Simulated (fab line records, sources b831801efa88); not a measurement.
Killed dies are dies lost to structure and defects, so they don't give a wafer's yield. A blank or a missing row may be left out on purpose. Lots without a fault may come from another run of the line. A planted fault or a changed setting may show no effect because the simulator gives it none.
fab line records | flow sky130
record lots=6 wafers=18 last_day=50
route steps=708 shown PWDE@52 NWELL@56 PAD_OPEN@708
lots that met no fault: from a run of the same line without faults
start_h: hours from the record's first day to the start of the lot's first wafer shown | wait_h: hours since the lot's step before | " the same as in the row above | L1.1+2: a row that stands for several wafers | - no value, or no start given | * or withheld: withheld | < > ~ a bound
route shown NAME@n: a module of which the file shows steps, and the number in the route of the first | usual: mean/standard deviation of fault-free wafers | same: alike in all rows | chamber/n: place in a boat | sites: the reading at each site | _std_site: their standard deviation | _edge_site: outer sites' mean less inner sites' | radius_mm: how far each site lies from the wafer's centre | mask NAME#n: copy n | behind: the tool/chamber that last shaped the wafer | hold: why the lot was held/for how many hours/how that ended | device: the transistor (n, p or np) that didn't switch | end of line: the same wafers' tests at the end of the route | a step without rows: its recipe alone | killed: dies lost to structure and defects at the first sort, not the wafer's yield | map: a wafer's dies, x killed, . not, _ none there
set.NAME: the setting as run; set.NAME@STEP: as run at that earlier step | model.NAME: the simulator's own value behind a step, which no gauge read
lots at some steps of the route; a table a step, a row a wafer
services: from which hour (start_h, from the record's first day; less than 0 if before it) a tool's chamber was out of use, for how many hours, and why
## steps
# step SKY_PWDE_OVL_MEAS_07
# usual PWDE_OVL=0.1/1.2
# columns lot.wafer tool chamber start_h wait_h PWDE_OVL[nm]
L642.2 overlay-02 - 71.51 - 0.6
L642.4 " - " " 0.0
L642.5 " - " " 0.0
L643.4 overlay-01 - 75.65 - -0.5
L643.5 " - " " 1.1
L643.6 " - " " 0.0
L649.1 overlay-02 - 113.00 - 3.7
L649.3 " - " " 2.6
L649.6 " - " " 2.7
L650.3 overlay-02 - 128.21 - -1.8
L650.5 " - " " 0.0
L650.6 " - " " -0.4
L658.1 overlay-02 - 161.40 - -0.9
L658.4 " - " " -1.8
L658.6 " - " " 0.4
L665.2 overlay-02 - 199.20 - 1.3
L665.3 " - " " -0.4
L665.6 " - " " 0.9
# step SKY_PWDE_IMPLANT_08
# recipe species=B energy_kev=150 dose_cm2=3.6e+12 tilt_deg=withheld
# step SKY_PWDE_STRIP_09
# recipe chemistry=O2/N2 power_w=1400 pressure_mtorr=1500 platen_temp_c=withheld o2_flow_sccm=3000 n2_flow_sccm=300 overash_fraction=0.5
# usual chamber_pressure_mTorr=1500.0/1.3 drypump_motor_current_A=6.1/0.3 oes_product_au=0.723/0.0047 strip_time_to_endpoint_s=36.92/0.11
# columns lot.wafer tool chamber start_h wait_h chamber_pressure_mTorr drypump_motor_current_A oes_product_au rf_hours_counter_h strip_time_to_endpoint_s
L642.2 plasma_asher-04 1 71.69 0.1 1499.5 6.0 0.722 26 36.74
L642.4 " 0 " " 1500.8 6.5 0.716 - 36.71
L642.5 " 0 " " 1499.5 6.5 0.720 - 36.66
L643.4 plasma_asher-01 0 75.85 0.1 1502.1 6.5 0.727 - 36.89
L643.5 " 1 " " 1496.3 5.7 0.726 - 36.83
L643.6 " 0 " " 1501.9 6.5 0.727 - 36.93
L649.1 plasma_asher-03 1 113.19 0.1 1500.5 5.7 0.723 44 36.85
L649.3 " 0 " " 1500.9 6.1 0.731 - 36.67
L649.6 " 0 " " 1502.1 6.1 0.711 - 36.76
L650.3 plasma_asher-03 1 128.42 0.1 1501.5 5.8 0.717 - 36.85
L650.5 " 1 " " 1498.7 5.8 0.717 - 36.94
L650.6 " 0 " " 1499.7 6.1 0.723 - 36.90
L658.1 plasma_asher-03 0 161.58 0.1 1500.7 6.0 0.732 48 36.86
L658.4 " 1 " " 1499.8 5.8 0.722 - 36.96
L658.6 " 0 " " 1500.1 6.0 0.725 - 36.90
L665.2 plasma_asher-03 1 199.38 0.1 1500.2 5.8 0.721 52 36.73
L665.3 " 1 " " 1498.7 5.8 0.731 - 36.88
L665.6 " 1 " " 1502.4 5.8 0.726 - 36.90
# step SKY_PWDE_TW_MEAS_10
# usual PWDE_TW=375.6/2.9
# columns lot.wafer tool chamber start_h wait_h PWDE_TW
L642.2 film_metro-03 - 71.80 0.1 375.2
L642.4 " - " " 374.5
L642.5 " - " " 371.8
L643.4 film_metro-03 - 75.95 0.1 379.0
L643.5 " - " " 376.1
L643.6 " - " " 375.6
L649.1 film_metro-04 - 113.29 0.1 380.7
L649.3 " - " " 380.8
L649.6 " - " " 380.2
L650.3 film_metro-01 - 128.50 0.1 374.3
L650.5 " - " " 375.5
L650.6 " - " " 374.4
L658.1 film_metro-04 - 161.68 0.1 375.9
L658.4 " - " " 373.9
L658.6 " - " " 376.0
L665.2 film_metro-04 - 199.49 0.1 380.8
L665.3 " - " " 378.9
L665.6 " - " " 377.4
# step SKY_NWELL_DEHYDRATE_03
# recipe temp_c=200 time_s=60
# step SKY_NWELL_HMDS_04
# recipe prime_time_s=60 prime_temp_c=120
# step SKY_NWELL_COAT_05
# recipe spin_rpm=2000 resist_thk_nm=3000
# step SKY_NWELL_SOFTBAKE_06
# recipe temp_c=110 time_s=withheld
# step SKY_NWELL_EXPOSE_07
# recipe mask_id=NWM na=0.6 source_shape=conventional sigma_outer=0.6 polarization=unpolarized target_cd_nm=840 dose_mj=255
# step SKY_NWELL_PEB_08
# recipe temp_c=115 time_s=withheld
# step SKY_NWELL_DEVELOP_09
# recipe wall_angle_deg=90 developer=TMAH develop_time_s=60 dev_temp_c=23
# step SKY_NWELL_OVL_MEAS_10
# usual NWELL_00_OVL=0.1/1.4
# columns lot.wafer tool chamber start_h wait_h NWELL_00_OVL[nm]
L642.2 overlay-01 - 89.19 - 1.5
L642.4 " - " " 2.3
L642.5 " - " " -0.5
L643.4 overlay-02 - 93.00 - 0.8
L643.5 " - " " -1.0
L643.6 " - " " -0.5
L649.1 overlay-01 - 131.28 - 0.7
L649.3 " - " " 1.6
L649.6 " - " " -1.1
L650.3 overlay-02 - 148.61 - 1.9
L650.5 " - " " 0.5
L650.6 " - " " 2.5
L658.1 overlay-01 - 182.35 - 0.1
L658.4 " - " " 1.8
L658.6 " - " " 2.0
L665.2 overlay-01 - 222.54 - -0.4
L665.3 " - " " -1.4
L665.6 " - " " -1.6
# step SKY_NWELL_IMPLANT_11
# recipe species=P energy_kev=400 dose_cm2=1.9e+13 tilt_deg=withheld
# usual beam_energy_keV=400.01/0.11 dose_ions_cm2=1.8996e+13/2e+10 faraday_current_uA=107.4/2.1
# columns lot.wafer tool chamber start_h wait_h beam_energy_keV dose_ions_cm2 faraday_current_uA
L642.2 implanter-02 0 89.24 0.0 400.06 1.8961e+13 105.5
L642.4 " 0 " " 400.12 1.8986e+13 103.1
L642.5 " 0 " " 400.05 1.8953e+13 106.8
L643.4 implanter-02 0 93.09 0.1 399.80 1.8947e+13 110.9
L643.5 " 0 " " 399.96 1.8999e+13 107.7
L643.6 " 0 " " 399.86 1.8981e+13 106.9
L649.1 implanter-02 0 131.32 0.0 400.02 1.9626e+13 111.1
L649.3 " 0 " " 400.12 1.9629e+13 109.4
L649.6 " 0 " " 400.00 1.9633e+13 112.3
L650.3 implanter-02 0 148.68 0.1 399.75 1.9657e+13 107.9
L650.5 " 0 " " 399.97 1.9619e+13 110.8
L650.6 " 0 " " 399.88 1.9668e+13 111.1
L658.1 implanter-03 0 182.38 0.0 400.00 1.9e+13 106.9
L658.4 " 0 " " 400.25 1.9046e+13 105.7
L658.6 " 0 " " 400.00 1.9012e+13 107.0
L665.2 implanter-03 0 222.59 0.0 400.15 1.9013e+13 106.0
L665.3 " 0 " " 400.01 1.9035e+13 105.2
L665.6 " 0 " " 399.99 1.9035e+13 106.7
# step SKY_NWELL_IMPLANT_12
# recipe species=P energy_kev=120 dose_cm2=1.3e+12 tilt_deg=withheld
# step SKY_NWELL_IMPLANT_13
# recipe species=P energy_kev=50 dose_cm2=7e+11 tilt_deg=withheld
# step SKY_NWELL_STRIP_14
# recipe chemistry=O2/N2 power_w=1400 pressure_mtorr=1500 platen_temp_c=withheld o2_flow_sccm=3000 n2_flow_sccm=300 overash_fraction=0.5
# usual chamber_pressure_mTorr=1500.1/1.3 drypump_motor_current_A=6.1/0.49 oes_product_au=0.722/0.005 strip_time_to_endpoint_s=36.90/0.094
# columns lot.wafer tool chamber start_h wait_h chamber_pressure_mTorr drypump_motor_current_A oes_product_au rf_hours_counter_h strip_time_to_endpoint_s
L642.2 plasma_asher-02 1 89.67 0.1 1496.8 6.6 0.718 37 36.90
L642.4 " 1 " " 1498.3 6.6 0.722 - 36.89
L642.5 " 1 " " 1500.1 6.6 0.709 - 36.84
L643.4 plasma_asher-01 0 93.50 0.1 1499.0 6.5 0.722 - 36.81
L643.5 " 1 " " 1498.8 5.7 0.722 - 36.73
L643.6 " 0 " " 1499.3 6.5 0.723 - 36.76
L649.1 plasma_asher-02 1 131.77 0.1 1498.2 6.6 0.723 1 37.05
L649.3 " 0 " " 1499.0 5.1 0.719 - 36.91
L649.6 " 1 " " 1499.6 6.6 0.718 - 37.07
L650.3 plasma_asher-01 0 149.12 0.1 1501.2 6.5 0.724 - 36.98
L650.5 " 1 " " 1500.0 5.7 0.723 - 36.97
L650.6 " 0 " " 1500.9 6.5 0.716 - 36.88
L658.1 plasma_asher-01 0 182.83 0.1 1500.5 6.5 0.726 47 36.73
L658.4 " 0 " " 1501.5 6.5 0.728 - 36.86
L658.6 " 1 " " 1499.6 5.7 0.717 - 36.67
L665.2 plasma_asher-01 1 223.02 0.1 1500.3 5.7 0.716 51 36.87
L665.3 " 0 " " 1499.6 6.5 0.722 - 36.96
L665.6 " 1 " " 1500.7 5.7 0.722 - 36.81
# step SKY_NWELL_TW_MEAS_15
# usual NWELL_TW=1828/12
# columns lot.wafer tool chamber start_h wait_h NWELL_TW
L642.2 film_metro-04 - 89.78 0.1 1830
L642.4 " - " " 1838
L642.5 " - " " 1841
L643.4 film_metro-04 - 93.60 0.1 1842
L643.5 " - " " 1843
L643.6 " - " " 1833
L649.1 film_metro-01 - 131.87 0.1 1848
L649.3 " - " " 1841
L649.6 " - " " 1835
L650.3 film_metro-04 - 149.20 0.1 1853
L650.5 " - " " 1855
L650.6 " - " " 1858
L658.1 film_metro-03 - 182.93 0.1 1815
L658.4 " - " " 1806
L658.6 " - " " 1817
L665.2 film_metro-04 - 223.13 0.1 1828
L665.3 " - " " 1835
L665.6 " - " " 1832
# step SKY_NWELL_DEHYDRATE_16
# recipe temp_c=200 time_s=60
# step SKY_NWELL_HMDS_17
# recipe prime_time_s=60 prime_temp_c=120
# step SKY_NWELL_COAT_18
# recipe spin_rpm=2000 resist_thk_nm=3000
# step SKY_NWELL_SOFTBAKE_19
# recipe temp_c=110 time_s=withheld
# step SKY_NWELL_EXPOSE_20
# recipe mask_id=NWM_COMPLEMENT na=0.6 source_shape=conventional sigma_outer=0.6 polarization=unpolarized target_cd_nm=840 dose_mj=260
# step SKY_NWELL_PEB_21
# recipe temp_c=115 time_s=withheld
# step SKY_NWELL_DEVELOP_22
# recipe wall_angle_deg=90 developer=TMAH develop_time_s=60 dev_temp_c=23
# step SKY_NWELL_OVL_MEAS_23
# usual NWELL_01_OVL=0.5/1.2
# columns lot.wafer tool chamber start_h wait_h NWELL_01_OVL[nm]
L642.2 overlay-02 - 107.13 - -0.5
L642.4 " - " " -1.7
L642.5 " - " " 0.1
L643.4 overlay-01 - 111.52 - -0.1
L643.5 " - " " -1.1
L643.6 " - " " 0.7
L649.1 overlay-01 - 151.37 - 1.6
L649.3 " - " " 1.9
L649.6 " - " " -1.3
L650.3 overlay-02 - 169.06 - 1.2
L650.5 " - " " 0.4
L650.6 " - " " 1.9
L658.1 overlay-01 - 203.68 - 0.1
L658.4 " - " " 0.6
L658.6 " - " " -0.3
L665.2 overlay-01 - 246.65 - 2.7
L665.3 " - " " 2.8
L665.6 " - " " 0.7
# step SKY_NWELL_IMPLANT_24
# recipe species=B energy_kev=140 dose_cm2=9.2e+12 tilt_deg=withheld
# step SKY_NWELL_STRIP_25
# recipe chemistry=O2/N2 power_w=1400 pressure_mtorr=1500 platen_temp_c=withheld o2_flow_sccm=3000 n2_flow_sccm=300 overash_fraction=0.5
# usual chamber_pressure_mTorr=1500.1/1.5 drypump_motor_current_A=6.0/0.57 oes_product_au=0.722/0.0045 strip_time_to_endpoint_s=36.87/0.083
# columns lot.wafer tool chamber start_h wait_h chamber_pressure_mTorr drypump_motor_current_A oes_product_au rf_hours_counter_h strip_time_to_endpoint_s
L642.2 plasma_asher-04 1 107.31 0.1 1499.5 6.0 0.717 30 36.83
L642.4 " 1 " " 1500.6 6.0 0.725 - 36.78
L642.5 " 0 " " 1499.0 6.5 0.724 - 36.86
L643.4 plasma_asher-01 0 111.72 0.1 1502.1 6.5 0.722 - 36.95
L643.5 " 1 " " 1499.8 5.7 0.728 - 36.78
L643.6 " 0 " " 1500.5 6.5 0.720 - 36.81
L649.1 plasma_asher-02 0 151.56 0.1 1501.0 5.1 0.720 3 36.91
L649.3 " 1 " " 1501.8 6.7 0.721 - 36.97
L649.6 " 1 " " 1501.9 6.6 0.726 - 36.85
L650.3 plasma_asher-01 0 169.27 0.1 1499.4 6.5 0.719 - 36.84
L650.5 " 1 " " 1500.4 5.7 0.719 - 36.89
L650.6 " 0 " " 1500.6 6.5 0.734 - 36.81
L658.1 plasma_asher-01 0 204.02 0.2 1501.5 6.5 0.724 49 36.81
L658.4 " 0 " " 1498.3 6.5 0.721 - 36.82
L658.6 " 1 " " 1502.2 5.7 0.719 - 36.80
L665.2 plasma_asher-02 1 246.83 0.1 1501.5 6.6 0.728 13 37.03
L665.3 " 0 " " 1501.3 5.1 0.728 - 37.01
L665.6 " 0 " " 1501.3 5.1 0.727 - 36.98
# step SKY_NWELL_TW_MEAS_26
# usual NWELL_2_TW=498/3.5
# columns lot.wafer tool chamber start_h wait_h NWELL_2_TW
L642.2 film_metro-01 - 107.42 0.1 495
L642.4 " - " " 497
L642.5 " - " " 497
L643.4 film_metro-01 - 111.81 0.1 496
L643.5 " - " " 497
L643.6 " - " " 498
L649.1 film_metro-01 - 151.66 0.1 495
L649.3 " - " " 498
L649.6 " - " " 501
L650.3 film_metro-03 - 169.35 0.1 495
L650.5 " - " " 498
L650.6 " - " " 495
L658.1 film_metro-04 - 204.12 0.1 504
L658.4 " - " " 503
L658.6 " - " " 503
L665.2 film_metro-03 - 246.94 0.1 496
L665.3 " - " " 495
L665.6 " - " " 496
# step SKY_NWELL_CLEAN_27
# recipe chemistry=SC1/SC2 mix=1:4:20 temp_c=70 time_s=150 dry=n2_spin
# step SKY_NWELL_RTA_28
# recipe temp_c=1050 time_s=30 idle_temp_c=650 ramp_up_c_per_s=150 ramp_down_c_per_s=90 ambient=N2
# usual lamp_power_pct=25.30/0.051 wafer_temp_C_max=1054.8/0.95
# columns lot.wafer tool chamber start_h wait_h lamp_power_pct wafer_temp_C_max
L642.2 rtp_anneal-02 0 107.54 0.0 25.25 1054.2
L642.4 " 0 " " 25.35 1054.7
L642.5 " 0 " " 25.23 1054.2
L643.4 rtp_anneal-02 0 111.94 0.1 25.26 1056.9
L643.5 " 0 " " 25.26 1054.2
L643.6 " 0 " " 25.23 1053.6
L649.1 rtp_anneal-01 0 151.77 0.0 25.34 1056.0
L649.3 " 0 " " 25.23 1055.6
L649.6 " 0 " " 25.32 1055.6
L650.3 rtp_anneal-01 0 169.48 0.0 25.35 1054.8
L650.5 " 0 " " 25.33 1053.3
L650.6 " 0 " " 25.32 1056.1
L658.1 rtp_anneal-01 0 204.23 0.0 25.35 1055.9
L658.4 " 0 " " 25.27 1055.3
L658.6 " 0 " " 25.29 1054.3
L665.2 rtp_anneal-01 0 247.06 0.0 25.35 1054.2
L665.3 " 0 " " 25.18 1054.7
L665.6 " 0 " " 25.28 1054.2
# step SKY_NWELL_RS_MEAS_29
# recipe thk_meas_gauge=four-point-probe
# usual NWELL_RS=625.4/1.7
# columns lot.wafer tool chamber start_h wait_h hold NWELL_RS[ohm/sq]
L642.2 film_metro-03 - 107.64 0.1 - 626.9
L642.4 " - " " - 626.7
L642.5 " - " " - 627.4
L643.4 film_metro-04 - 112.05 0.1 - 624.9
L643.5 " - " " - 624.5
L643.6 " - " " - 624.2
L649.1 film_metro-03 - 151.87 0.1 await_dispo/0.2h/release 614.5
L649.3 " - " " await_dispo/0.2h/release 613.2
L649.6 " - " " await_dispo/0.2h/release 612.8
L649.1 film_metro-03 - 152.23 0.3 - 613.5
L649.3 " - " " - 613.1
L649.6 " - " " - 613.5
L650.3 film_metro-03 - 169.59 0.1 await_dispo/0.2h/release 616.6
L650.5 " - " " await_dispo/0.2h/release 616.1
L650.6 " - " " await_dispo/0.2h/release 616.1
L650.3 film_metro-03 - 169.95 0.3 - 616.2
L650.5 " - " " - 617.2
L650.6 " - " " - 617.1
L658.1 film_metro-03 - 204.33 0.1 - 623.3
L658.4 " - " " - 624.1
L658.6 " - " " - 624.1
L665.2 film_metro-03 - 247.17 0.1 - 626.3
L665.3 " - " " - 625.7
L665.6 " - " " - 625.9
# step SKY_PAD_OPEN_PROBE_99
# usual killed_at_M0_to_M3=43/7.3 killed_at_M4_up=3.2/1.9 killed_at_contacts=25/5.4 killed_at_front_end=16/4.4 killed_at_other=0.4/0.66 killed_dies=87/11 killed_open=48/7.9 killed_short=39/6.5
# same gross_dies=492 killed_at_back_side=0
# columns lot.wafer tool chamber start_h wait_h killed_at_M0_to_M3 killed_at_M4_up killed_at_contacts killed_at_front_end killed_at_other killed_dies killed_open killed_short
L642.2 prober-02 - 1090.87 0.1 36 4 22 14 0 76 41 35
L642.4 prober-02 - 1090.97 0.2 34 5 20 17 0 76 46 28
L642.5 prober-02 - 1091.02 0.2 43 5 20 12 1 81 36 44
L658.1 prober-02 - 1179.93 0.1 44 0 32 14 1 91 54 37
L658.4 prober-02 - 1180.08 0.2 54 3 28 17 0 102 58 44
L658.6 prober-02 - 1180.18 0.2 54 2 17 9 2 84 45 39
# killed by level:class
L642.2 VIA3:geometric_particle:open=7 VIA1:geometric_particle:open=6 CONTACT:geometric_particle:open=6 CONTACT:geometric_particle:short=6 VIA2:geometric_particle:short=6 FIELD_ISO:geometric_particle:open=5 METAL2:geometric_particle:short=5 LOCAL_INTERCONNECT:geometric_particle:short=4
L642.4 LI_CONTACT:geometric_particle:open=10 VIA1:geometric_particle:open=8 VIA3:geometric_particle:open=6 VIA2:geometric_particle:open=6 CONTACT:geometric_particle:open=5 FIELD_ISO:geometric_particle:short=4 POLY_GATE:geometric_particle:short=4 VIA1:geometric_particle:short=4
L642.5 METAL2:geometric_particle:short=10 LI_CONTACT:geometric_particle:open=7 VIA1:geometric_particle:open=7 CONTACT:geometric_particle:short=6 METAL1:geometric_particle:short=6 VIA2:geometric_particle:open=5 VIA1:geometric_particle:short=5 FIELD_ISO:geometric_particle:short=4
L658.1 CONTACT:geometric_particle:open=10 VIA3:geometric_particle:open=9 CONTACT:geometric_particle:short=8 LI_CONTACT:geometric_particle:open=7 VIA2:geometric_particle:open=7 VIA1:geometric_particle:open=6 METAL1:geometric_particle:short=5 LOCAL_INTERCONNECT:geometric_particle:short=5
L658.4 CONTACT:geometric_particle:open=14 VIA1:geometric_particle:open=10 POLY_GATE:geometric_particle:open=9 VIA3:geometric_particle:short=8 METAL2:geometric_particle:short=6 VIA1:geometric_particle:short=6 LI_CONTACT:geometric_particle:open=5 METAL1:geometric_particle:short=5
L658.6 VIA2:geometric_particle:open=13 VIA1:geometric_particle:open=10 METAL1:geometric_particle:short=9 CONTACT:geometric_particle:open=7 VIA3:geometric_particle:short=5 LI_CONTACT:geometric_particle:open=4 CONTACT:geometric_particle:short=4 VIA1:geometric_particle:short=4
## services
# columns tool chamber start_h hours kind
plasma_asher-01 - 47.82 15.6 pm
implanter-03 - 71.62 5.3 pm
implanter-03 - 83.66 1.7 repair
plasma_asher-02 - 108.75 9.0 pm
plasma_asher-02 0 108.75 9.0 vent_cycle
plasma_asher-02 1 108.75 9.0 vent_cycle
plasma_asher-02 0 117.75 - clean
plasma_asher-02 1 117.75 - clean
plasma_asher-04 - 126.98 0.7 repair
rtp_anneal-01 - 136.13 3.4 pm
plasma_asher-04 - 145.75 2.8 pm
implanter-02 - 182.30 36.3 pm
plasma_asher-02 - 219.84 0.4 repair
implanter-03 - 229.54 1.2 repair
implanter-02 - 241.83 3.1 repair
implanter-03 - 245.28 1.8 repair
## key
first_sign step=SKY_NWELL_IMPLANT_11 reading=dose_ions_cm2 direction=up sigmas=32 usual=* struck=*
effect step=SKY_NWELL_IMPLANT_11 reading=faraday_current_uA direction=up sigmas=1.4 usual=107.4 struck=110.4
effect step=SKY_NWELL_TW_MEAS_15 reading=NWELL_TW direction=up sigmas=1.7 usual=1828 struck=1848
effect step=SKY_NWELL_RS_MEAS_29 reading=visit direction=added
effect step=SKY_NWELL_RS_MEAS_29 reading=NWELL_RS direction=down sigmas=6.1 usual=625.4 struck=614.9
met_at SKY_NWELL_IMPLANT_11
struck_wafers L649.1,L649.3,L649.6,L650.3,L650.5,L650.6
tester_left_out L649,L650
onset_between 93.09 131.32
fault kind=process_parameter_drift tool=implanter-02 chamber=- onset_h=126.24 steps=SKY_NWELL_IMPLANT_11 channel=dose_cm2 offset=* shape=step end_h=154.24 acts_in=* stated=*
# tester_left_out: of these lots the tester's yield and bins aren't shown, on N5 and GAA mostly nor the transistor test; their killed dies are dies lost to structure and defects alone, not to doping, threshold or leakage, so they don't give the yield
